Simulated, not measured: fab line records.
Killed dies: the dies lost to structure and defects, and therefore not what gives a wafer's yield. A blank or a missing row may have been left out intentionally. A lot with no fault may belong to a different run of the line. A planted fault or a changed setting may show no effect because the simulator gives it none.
Check for tools in common	flow gf180mcu	Sampled: 14 lots, 42 wafers

== WHAT PROMPTED THE OPENING ==
GF_M3_OVL_MEAS_15, reading M3_OVL: flagged on 3 of 14 lots. Fault-free wafers read -1 nm, with a standard deviation of 5.5.
Rule: a lot is flagged in two cases, either no wafer of it has a number, or all its wafers with numbers fall more than 4 standard deviations from that mean. All remaining lots are regarded as sound.

lot	measured	on	M3_OVL (nm), wafer by wafer	flag
L226	day 21 09:38	overlay-02	10 3 3	
L227	day 21 13:29	overlay-02	-4 -4 -8	
L229	day 22 21:50	overlay-02	1 -1 -1	
L230	day 23 01:34	overlay-01	-12 -10 -2	
L231	day 23 10:53	overlay-02	1 -5 -3	
L232	day 23 16:38	overlay-01	-1 -2 4	
L233	day 24 01:07	overlay-01	8 7 5	
L234	day 24 07:46	overlay-02	-3 -5 -7	
L238	day 25 18:31	overlay-01	71 77 81	FLAGGED
L239	day 25 22:38	overlay-01	68 63 65	FLAGGED
L240	day 26 02:55	overlay-01	69 68 62	FLAGGED
L245	day 27 15:31	overlay-01	6 -5 0	
L246	day 27 20:55	overlay-01	1 -1 -3	
L249	day 28 17:10	overlay-02	-9 0 -4	
Average over the flagged lots: 69 nm; offset from the usual +70 nm, equal to +13 standard deviations.

== WHICH TOOL RAN EACH LOT ==
The record holds 2 process steps before the reading, out of a route of 602 steps. Read each cell as the tool, then ch plus the chambers that the sampled wafers visited, then the start.
lot	flag	GF_SALICIDE_RTA_06	GF_M3_EXPOSE_11
L226		rtp-anneal-01 ch 0, day 15 05:37	krf-scanner-01 ch 0, day 20 22:09
L227		rtp-anneal-02 ch 0, day 15 07:56	krf-scanner-02 ch 0, day 21 00:53
L229		rtp-anneal-01 ch 0, day 16 14:02	krf-scanner-02 ch 0, day 22 10:47
L230		rtp-anneal-02 ch 0, day 16 19:28	krf-scanner-01 ch 0, day 22 14:26
L231		rtp-anneal-02 ch 0, day 17 02:39	krf-scanner-01 ch 0, day 22 23:31
L232		rtp-anneal-02 ch 0, day 17 10:28	krf-scanner-01 ch 0, day 23 05:28
L233		rtp-anneal-01 ch 0, day 17 19:02	krf-scanner-02 ch 0, day 23 14:17
L234		rtp-anneal-01 ch 0, day 18 02:02	krf-scanner-02 ch 0, day 23 21:12
L238	FLAGGED	rtp-anneal-02 ch 0, day 19 14:22	krf-scanner-01 ch 0, day 25 08:03
L239	FLAGGED	rtp-anneal-02 ch 0, day 19 22:20	krf-scanner-01 ch 0, day 25 12:26
L240	FLAGGED	rtp-anneal-01 ch 0, day 20 03:06	krf-scanner-01 ch 0, day 25 17:04
L245		rtp-anneal-02 ch 0, day 21 21:15	krf-scanner-02 ch 0, day 27 05:41
L246		rtp-anneal-02 ch 0, day 22 05:08	krf-scanner-02 ch 0, day 27 11:15
L249		rtp-anneal-02 ch 0, day 23 02:41	krf-scanner-02 ch 0, day 28 07:05
What these steps do:
- GF_SALICIDE_RTA_06: time 30 s.
- GF_M3_EXPOSE_11: exposes mask Metal3, target cd 280 nm.
- GF_M3_OVL_MEAS_15

== FLAGGED AGAINST TOTAL, ONE TOOL AT A TIME (gauges that did the reading follow at the end) ==
step	tool	lots run	flagged	share of the flagged lots	sound lots run after its first flagged lot
GF_SALICIDE_RTA_06	rtp-anneal-01	5	1	some	0
GF_SALICIDE_RTA_06	rtp-anneal-02	9	2	some	3 (L245,L246,L249)
GF_M3_EXPOSE_11	krf-scanner-01	7	3	all	0
GF_M3_EXPOSE_11	krf-scanner-02	7	0	none	-
GF_M3_OVL_MEAS_15	overlay-01	8	3	all	2 (L245,L246)
GF_M3_OVL_MEAS_15	overlay-02	6	0	none	-

== WHAT THE TABLE ALLOWS ==
2 rows of the table ran every flagged lot: krf-scanner-01 at GF_M3_EXPOSE_11, overlay-01 at GF_M3_OVL_MEAS_15.
- krf-scanner-01 at GF_M3_EXPOSE_11 ran 7 lots, 3 of them flagged. Last sound lot L232 at day 23 05:28, first flagged lot L238 at day 25 08:03; a fault beginning in between fits.
- overlay-01 at GF_M3_OVL_MEAS_15 ran 8 lots, 3 of them flagged. Sound lots ran on it after the first flagged one (L245, L246), which a lasting fault on the whole tool wouldn't allow.
Left over: one tool, krf-scanner-01 at GF_M3_EXPOSE_11.

== WHAT THE SIMULATOR HAD INSERTED ==
Scanner matching overlay: krf-scanner-01, from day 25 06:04 on, at GF_M3_EXPOSE_11. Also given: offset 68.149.
Shown lots that were struck: L238, L239, L240. The rule above reached the same finding.
